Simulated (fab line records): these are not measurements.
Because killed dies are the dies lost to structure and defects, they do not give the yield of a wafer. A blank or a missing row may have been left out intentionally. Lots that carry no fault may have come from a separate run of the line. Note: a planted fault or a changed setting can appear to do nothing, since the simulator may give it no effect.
Chamber matching | flow gf180mcu | 4 sister chambers for GF_PASSIVATION_ETCH_11 on rie diel-01
The step etches the open film in CF4/O2, stops on TiN, target depth 1800 nm, time 400 s. 8 wafers are shown with their chamber, then 7 later ones without.

WAFERS PAIRED WITH THEIR CHAMBERS
wafer  | chamber | drypump motor current A (A) | oes product au (a.u.)
L820.6 | 3       | 5.3                         | 0.967
L830.2 | 1       | 5.6                         | 0.976
L830.4 | 0       | 5.5                         | 0.964
L834.3 | 2       | 5.1                         | 0.949
L834.4 | 0       | 5.5                         | 0.958
L834.6 | 2       | 5.1                         | 0.968
L835.2 | 3       | 5.3                         | 0.958
L835.4 | 1       | 5.5                         | 0.964

WAFERS MISSING THEIR CHAMBER
wafer  | drypump motor current A (A) | oes product au (a.u.)
L835.5 | 5.3                         | 0.964
L837.2 | 5.5                         | 0.959
L837.5 | 5.1                         | 0.968
L837.6 | 5.6                         | 0.967
L838.1 | 5.3                         | 0.945
L838.2 | 5.6                         | 0.965
L838.3 | 5.5                         | 0.962

CHAMBER TAKEN BY EACH
wafer  | from the rows above     | in truth
L835.5 | 3                       | 3
L837.2 | can't be placed: 0 or 1 | 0
L837.5 | 2                       | 2
L837.6 | can't be placed: 1 or 0 | 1
L838.1 | 3                       | 3
L838.2 | can't be placed: 1 or 0 | 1
L838.3 | can't be placed: 0 or 1 | 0
Correct placement for 3 of the 7. Not placeable from these rows: 4 (in 4, the candidates include the true chamber). Wrongly placed: 0.
How it was worked out, from the rows above alone: a wafer's distance from a chamber is the root of the sum, over the readings, of the square of ((its reading less the chamber's mean) divided by the reading's scatter). If the next closest chamber is less than 2 further off than the closest, the wafer can't be placed; otherwise it belongs to the closest. For every chamber, the mean is computed from those of its wafers that are shown. The scatter: take each reading less its chamber's mean, square it, sum over the shown wafers, divide by the number of wafers less the number of chambers, and take the root.
